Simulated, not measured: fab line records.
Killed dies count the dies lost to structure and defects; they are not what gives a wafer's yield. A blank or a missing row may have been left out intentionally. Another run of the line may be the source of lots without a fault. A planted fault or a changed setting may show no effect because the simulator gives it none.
The tool behind it: which one? | flow gf180mcu | 42 wafers from 14 lots sampled at 5 of the route's 602 steps

== WHAT THE GAUGES SHOWED, per wafer ==
GF_HV_LDD_OVL_MEAS_08. Usual: HV_LDD_OVL typically reads -1.1 nm, with standard deviation 1.4.
lot  | measured     | on         | HV_LDD_OVL (nm) | flag
L860 | day 10 04:59 | overlay-02 | 0.7 0.7 0.6     | 
L864 | day 11 05:26 | overlay-02 | 0.2 0.3 2.8     | 
L865 | day 11 13:14 | overlay-02 | -2.5 0.9 1.4    | 
L868 | day 12 15:31 | overlay-02 | 0.6 0.5 0.0     | 
L869 | day 12 21:44 | overlay-02 | -1.3 -0.8 -2.0  | 
L870 | day 13 00:05 | overlay-02 | -1.6 -0.9 -1.6  | 
L871 | day 13 09:55 | overlay-02 | -2.5 -0.3 -1.7  | 
L872 | day 13 19:40 | overlay-02 | 0.4 -0.2 0.1    | 
L875 | day 14 16:47 | overlay-02 | -2.7 -2.7 -1.4  | 
L878 | day 15 13:14 | overlay-02 | -3.4 -1.9 -2.7  | 
L879 | day 15 19:00 | overlay-01 | -2.3 -2.1 -1.9  | 
L880 | day 16 05:19 | overlay-02 | -1.5 -1.1 -2.4  | 
L881 | day 16 11:19 | overlay-01 | -0.9 -1.5 0.9   | 
L883 | day 17 00:50 | overlay-01 | -4.2 -3.9 -0.8  | 

GF_HV_LDD_TW_MEAS_23. Usual: HV_LDD_2_TW typically reads 1056, with standard deviation 7.1.
lot  | measured     | on           | HV_LDD_2_TW    | flag
L860 | day 10 22:59 | filmMetro-02 | 1063 1066 1067 | 
L864 | day 12 00:19 | filmMetro-03 | 1057 1054 1053 | 
L865 | day 12 08:34 | filmMetro-02 | 1075 1066 1062 | 
L868 | day 13 12:19 | filmMetro-01 | 1048 1040 1043 | 
L869 | day 13 18:28 | filmMetro-02 | 1056 1060 1054 | 
L870 | day 13 21:05 | filmMetro-03 | 1055 1043 1046 | 
L871 | day 14 07:22 | filmMetro-03 | 1053 1050 1049 | 
L872 | day 14 16:46 | filmMetro-03 | 1051 1047 1048 | 
L875 | day 15 14:59 | filmMetro-03 | 1057 1055 1055 | 
L878 | day 16 11:56 | filmMetro-03 | 1057 1059 1058 | 
L879 | day 16 17:07 | filmMetro-03 | 948 941 943    | OFF
L880 | day 17 04:16 | filmMetro-01 | 939 931 930    | OFF
L881 | day 17 09:55 | filmMetro-03 | 1051 1050 1047 | 
L883 | day 18 00:16 | filmMetro-03 | 1059 1056 1057 | 

GF_HV_LDD_CD_MEAS_31: the cd target is 400 nm. Usual: cdNm at 400.5 nm, with a standard deviation of 2.3.
lot  | measured     | on       | cdNm (nm)         | flag
L860 | day 11 17:27 | cdSem-01 | 398.7 398.0 398.2 | 
L864 | day 12 19:46 | cdSem-02 | 396.9 397.0 397.6 | 
L865 | day 13 03:40 | cdSem-02 | 402.3 401.1 402.8 | 
L868 | day 14 09:02 | cdSem-01 | 399.4 401.4 401.7 | 
L869 | day 14 14:49 | cdSem-01 | 400.8 401.2 400.0 | 
L870 | day 14 17:25 | cdSem-01 | 397.7 398.0 399.2 | 
L871 | day 15 04:22 | cdSem-02 | 402.7 400.7 401.2 | 
L872 | day 15 13:55 | cdSem-01 | 404.6 404.5 403.6 | 
L875 | day 16 13:11 | cdSem-01 | 403.3 403.8 400.7 | 
L878 | day 17 09:59 | cdSem-01 | 401.8 401.5 400.5 | 
L879 | day 17 16:00 | cdSem-01 | 406.3 403.5 405.4 | 
L880 | day 18 03:22 | cdSem-02 | 402.1 402.6 403.6 | 
L881 | day 18 08:51 | cdSem-02 | 397.0 400.2 397.1 | 
L883 | day 18 23:21 | cdSem-02 | 399.6 401.4 400.9 | 

GF_HV_LDD_OVL_MEAS_32. Usual: HV_LDD_02_OVL typically reads -0.1 nm, with standard deviation 1.3.
lot  | measured     | on         | HV_LDD_02_OVL (nm) | flag
L860 | day 11 17:32 | overlay-01 | 2.3 1.5 1.8        | 
L864 | day 12 19:53 | overlay-01 | 2.1 -0.3 1.7       | 
L865 | day 13 03:47 | overlay-01 | -0.3 1.1 0.7       | 
L868 | day 14 09:10 | overlay-02 | 1.9 2.4 1.2        | 
L869 | day 14 14:55 | overlay-02 | -2.0 -0.4 0.8      | 
L870 | day 14 17:29 | overlay-02 | 0.3 0.2 0.0        | 
L871 | day 15 04:29 | overlay-02 | -1.3 -1.2 -0.8     | 
L872 | day 15 14:02 | overlay-02 | -0.6 0.3 1.9       | 
L875 | day 16 13:17 | overlay-01 | -0.5 1.0 0.9       | 
L878 | day 17 10:05 | overlay-01 | 0.1 0.5 1.0        | 
L879 | day 17 16:07 | overlay-01 | -0.6 -1.8 -3.2     | 
L880 | day 18 03:29 | overlay-02 | -1.1 -0.5 0.4      | 
L881 | day 18 08:58 | overlay-02 | 0.1 -3.2 -0.4      | 
L883 | day 18 23:28 | overlay-01 | 3.2 -0.7 0.6       | 

== WHAT TOOL EACH LOT RAN ON (gives the tool, then ch and the chambers of the sampled wafers, and finally the start) ==
lot  | GF_HV_LDD_IMPLANT_21
L860 | implanter-03 ch 0, day 10 22:46
L864 | implanter-02 ch 0, day 12 00:05
L865 | implanter-03 ch 0, day 12 08:19
L868 | implanter-02 ch 0, day 13 12:04
L869 | implanter-03 ch 0, day 13 18:14
L870 | implanter-01 ch 0, day 13 20:53
L871 | implanter-03 ch 0, day 14 07:07
L872 | implanter-03 ch 0, day 14 16:31
L875 | implanter-01 ch 0, day 15 14:46
L878 | implanter-03 ch 0, day 16 11:43
L879 | implanter-01 ch 0, day 16 16:52
L880 | implanter-01 ch 0, day 17 04:01
L881 | implanter-03 ch 0, day 17 09:40
L883 | implanter-02 ch 0, day 18 00:01
- GF_HV_LDD_IMPLANT_21

== AS READ BY THE TOOLS THEMSELVES (means over the sampled wafers that have a number; for cases with no such wafer, the mark the record gives instead) ==
GF_HV_LDD_IMPLANT_21. Usual: beamEnergyKeV 25.001, standard deviation 0.0075; beamOnS 9.99 s, standard deviation 0.2.
lot  | tool         | beamEnergyKeV | beamOnS (s) | flag
L860 | implanter-03 | 25.005        | 10.26       | 
L864 | implanter-02 | 24.998        | 9.96        | 
L865 | implanter-03 | 25.006        | 10.09       | 
L868 | implanter-02 | 25.006        | 9.74        | 
L869 | implanter-03 | 25.006        | 9.89        | 
L870 | implanter-01 | 24.995        | 9.97        | 
L871 | implanter-03 | 25.001        | 9.91        | 
L872 | implanter-03 | 25.008        | 9.95        | 
L875 | implanter-01 | 25.000        | 9.99        | 
L878 | implanter-03 | 24.998        | 9.96        | 
L879 | implanter-01 | 16.475        | 9.95        | OFF
L880 | implanter-01 | 16.479        | 9.97        | OFF
L881 | implanter-03 | 24.998        | 10.08       | 
L883 | implanter-02 | 25.002        | 10.06       | 

== THE ANSWER, worked out from the rows above alone ==
Rule: a lot is off if the mean of its wafers that have a number lies more than 3 standard deviations from the usual mean. Also off: a lot with no number at a reading for which 4 or more lots have one. Any other lot the step has rows for is counted as sound. Order of review: gauges by route order, followed by the tools' own readings, for which a lot's mean as printed above is used. The first step at which some lot is off is used, and at that step the reading that is off furthest; a lot without a number counts as furthest.
Off: at GF_HV_LDD_TW_MEAS_23 (HV_LDD_2_TW), L879, L880.
If a tool, at a process step before that reading, ran all the lots that are off and no sound lot after the first of them, it fits. The gauges at GF_HV_LDD_TW_MEAS_23 aren't tried: what is off there is off at GF_HV_LDD_IMPLANT_21 too, on other tools, and a gauge's error can't cause that. One fits: GF_HV_LDD_IMPLANT_21 on implanter-01. A fault onset in the window from L875 (day 15 14:46, its last sound lot) to L879 (day 16 16:52, its first lot off) fits.
On the lots that are off, the tool's own readings at GF_HV_LDD_IMPLANT_21 differ by more than 5 times the standard deviation of the sound lots' means, which bears it out; beamEnergyKeV reads 16.477 there versus 25.002 on the sound lots.

== WHAT WAS PUT IN BY THE SIMULATOR ==
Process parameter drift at GF_HV_LDD_IMPLANT_21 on implanter-01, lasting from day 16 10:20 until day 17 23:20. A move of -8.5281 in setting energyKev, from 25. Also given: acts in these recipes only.
Shown lots that were struck: L879, L880. The rule given above showed the same thing.
